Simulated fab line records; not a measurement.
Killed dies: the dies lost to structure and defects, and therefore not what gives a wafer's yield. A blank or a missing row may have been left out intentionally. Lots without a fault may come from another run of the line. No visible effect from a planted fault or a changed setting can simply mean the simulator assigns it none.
Which tool was responsible? | flow gf180mcu | 36 wafers from 12 lots sampled at 5 of the route's 602 steps

## WHAT EACH GAUGE READ, for each wafer
GF_V4_THK_MEAS_01. Usual: V4_CVD_00_THK gives 599 nm (standard deviation 6.2).
lot  | measured     | on            | V4_CVD_00_THK (nm) | flag
L847 | day 24 04:11 | film metro-02 | 601 603 605        |
L848 | day 24 12:29 | film metro-02 | 592 594 597        |
L849 | day 24 12:41 | film metro-02 | 594 602 611        |
L851 | day 25 08:33 | film metro-03 | 595 588 598        |
L852 | day 25 19:56 | film metro-04 | 598 603 613        |
L853 | day 26 03:23 | film metro-03 | 898 607 607        | OFF
L854 | day 26 08:05 | film metro-04 | 902 603 608        | OFF
L861 | day 28 15:58 | film metro-04 | 596 587 590        |
L865 | day 29 18:13 | film metro-04 | 606 602 610        |
L866 | day 29 19:08 | film metro-04 | 601 596 600        |
L867 | day 30 01:23 | film metro-04 | 594 593 600        |
L868 | day 30 19:18 | film metro-04 | 596 597 601        |

GF_V4_BOW_MEAS_05. Usual: V4_BOW gives 135 um (standard deviation 8.6).
lot  | measured     | on            | V4_BOW (um) | flag
L847 | day 24 04:41 | film metro-02 | 118 129 121 |
L848 | day 24 12:58 | film metro-04 | 132 134 135 |
L849 | day 24 13:16 | film metro-03 | 145 147 151 |
L851 | day 25 09:03 | film metro-04 | 153 157 154 |
L852 | day 25 20:26 | film metro-04 | 135 132 143 |
L853 | day 26 03:53 | film metro-02 | 144 124 129 |
L854 | day 26 08:37 | film metro-02 | 135 130 121 |
L861 | day 28 16:34 | film metro-03 | 154 149 140 |
L865 | day 29 18:43 | film metro-04 | 120 126 124 |
L866 | day 29 19:40 | film metro-04 | 130 123 129 |
L867 | day 30 01:53 | film metro-04 | 134 132 130 |
L868 | day 30 20:04 | film metro-03 | 145 139 138 |

## TOOL THAT RAN EACH LOT (tool first, then ch and the chambers of the sampled wafers, then the start)
lot  | GF_M4_SPUTTER_02             | GF_M4_METAL_ETCH_16               | GF_V4_CVD_00
L847 | pvd sputter-04, day 23 05:04 | rie metal-03 ch 0,1, day 24 03:25 | hdpcvd-01 ch 0,1,2, day 24 04:07
L848 | pvd sputter-01, day 23 13:03 | rie metal-01 ch 0, day 24 11:35   | hdpcvd-02 ch 0, day 24 12:22
L849 | pvd sputter-04, day 23 14:05 | rie metal-04 ch 0,1, day 24 11:58 | hdpcvd-01 ch 0,1,2, day 24 12:37
L851 | pvd sputter-01, day 24 09:46 | rie metal-01 ch 0,1, day 25 07:49 | hdpcvd-02 ch 0,1,2, day 25 08:28
L852 | pvd sputter-01, day 24 21:17 | rie metal-03 ch 0, day 25 19:04   | hdpcvd-01 ch 0,1,2, day 25 19:50
L853 | pvd sputter-04, day 25 05:02 | rie metal-01 ch 0,1, day 26 02:38 | hdpcvd-02 ch 0,1, day 26 03:17
L854 | pvd sputter-01, day 25 09:52 | rie metal-04 ch 0,1, day 26 07:22 | hdpcvd-02 ch 0,2, day 26 08:01
L861 | pvd sputter-02, day 27 19:39 | rie metal-04 ch 0,1, day 28 15:08 | hdpcvd-01 ch 0,1, day 28 15:53
L865 | pvd sputter-01, day 28 21:37 | rie metal-01 ch 0,1, day 29 17:22 | hdpcvd-02 ch 0,1,2, day 29 18:08
L866 | pvd sputter-02, day 28 23:43 | rie metal-01 ch 0,1, day 29 18:25 | hdpcvd-02 ch 0,1, day 29 19:04
L867 | pvd sputter-04, day 29 05:03 | rie metal-04 ch 0,1, day 30 00:32 | hdpcvd-01 ch 1,2, day 30 01:16
L868 | pvd sputter-02, day 29 23:20 | rie metal-01 ch 0,1, day 30 18:34 | hdpcvd-02 ch 0,1,2, day 30 19:14
- GF_M4_SPUTTER_02: material AlCu, target thk 450 nm, time 23.9 s.
- GF_M4_METAL_ETCH_16: etches the open film in Cl2/BCl3, stops on SiO2, target depth 750.8 nm, time 125.1 s.
- GF_V4_CVD_00: deposits SiO2, target thk 600 nm, time 100 s.

## WHAT THE TOOLS THEMSELVES READ (means of the sampled wafers that have a number; where no wafer has one, the mark that the record gives instead)
GF_M4_SPUTTER_02. Usual: throttle valve pct reads 30.2 % (standard deviation 1).
lot  | tool           | throttle valve pct (%) | flag
L847 | pvd sputter-04 | 30.1                   |
L848 | pvd sputter-01 | 29.7                   |
L849 | pvd sputter-04 | 30.4                   |
L851 | pvd sputter-01 | 28.6                   |
L852 | pvd sputter-01 | 29.6                   |
L853 | pvd sputter-04 | 30.8                   |
L854 | pvd sputter-01 | 29.7                   |
L861 | pvd sputter-02 | 30.3                   |
L865 | pvd sputter-01 | 30.8                   |
L866 | pvd sputter-02 | 29.9                   |
L867 | pvd sputter-04 | 30.2                   |
L868 | pvd sputter-02 | 30.2                   |

GF_M4_METAL_ETCH_16. Usual: drypump motor current A 6.1 A, standard deviation 0.39; oes product au 0.991 a.u., standard deviation 0.0059; throttle valve pct 28.228 %, standard deviation 0.009.
lot  | tool         | drypump motor current A (A) | oes product au (a.u.) | throttle valve pct (%) | flag
L847 | rie metal-03 | 6.2                         | 0.995                 | 28.220                 |
L848 | rie metal-01 | 6.0                         | 0.992                 | 28.239                 |
L849 | rie metal-04 | 5.7                         | 0.992                 | 28.229                 |
L851 | rie metal-01 | 6.2                         | 0.991                 | 28.224                 |
L852 | rie metal-03 | 6.6                         | 0.991                 | 28.219                 |
L853 | rie metal-01 | 6.2                         | 0.991                 | 28.226                 |
L854 | rie metal-04 | 5.8                         | 0.988                 | 28.218                 |
L861 | rie metal-04 | 5.8                         | 0.989                 | 28.234                 |
L865 | rie metal-01 | 6.3                         | 0.987                 | 28.234                 |
L866 | rie metal-01 | 6.2                         | 0.985                 | 28.232                 |
L867 | rie metal-04 | 5.7                         | 0.994                 | 28.227                 |
L868 | rie metal-01 | 6.3                         | 0.990                 | 28.232                 |

GF_V4_CVD_00. Usual: sih4 flow sccm 59.99 sccm, standard deviation 0.18; susceptor temp C 399.99 C, standard deviation 0.23.
lot  | tool      | sih4 flow sccm (sccm) | susceptor temp C (C) | flag
L847 | hdpcvd-01 | 60.14                 | 400.06               |
L848 | hdpcvd-02 | 60.02                 | 399.98               |
L849 | hdpcvd-01 | 60.14                 | 399.87               |
L851 | hdpcvd-02 | 60.06                 | 399.72               |
L852 | hdpcvd-01 | 59.91                 | 399.65               |
L853 | hdpcvd-02 | 69.99                 | 400.10               | OFF
L854 | hdpcvd-02 | 70.05                 | 400.04               | OFF
L861 | hdpcvd-01 | 60.01                 | 400.22               |
L865 | hdpcvd-02 | 60.07                 | 400.17               |
L866 | hdpcvd-02 | 60.06                 | 399.77               |
L867 | hdpcvd-01 | 60.30                 | 400.14               |
L868 | hdpcvd-02 | 59.78                 | 400.13               |

## THE ANSWER, worked out from the rows above alone
Rule: a lot counts as off when the mean over its wafers that have a number is more than 3 standard deviations away from the usual mean. A lot without any number at a reading at which 4 lots or more have one is off too. Any other lot the step has rows for is counted as sound. First the gauges in route order, then the tools' own readings, where a lot's mean is used as printed above. The first step at which some lot is off is used, and at that step the reading that is off furthest; a lot without a number counts as furthest.
Off: at GF_V4_THK_MEAS_01 (V4_CVD_00_THK), L853, L854.
A tool fits if, at a process step before that reading, it ran every lot that is off, and no sound lot after the first of them. Not tried: the gauges at GF_V4_THK_MEAS_01; whatever is off there is also off at GF_V4_CVD_00, on other tools, and gauge error can't account for it. Not one of the candidates tried fits.

## WHAT THE SIMULATOR HAD PUT IN
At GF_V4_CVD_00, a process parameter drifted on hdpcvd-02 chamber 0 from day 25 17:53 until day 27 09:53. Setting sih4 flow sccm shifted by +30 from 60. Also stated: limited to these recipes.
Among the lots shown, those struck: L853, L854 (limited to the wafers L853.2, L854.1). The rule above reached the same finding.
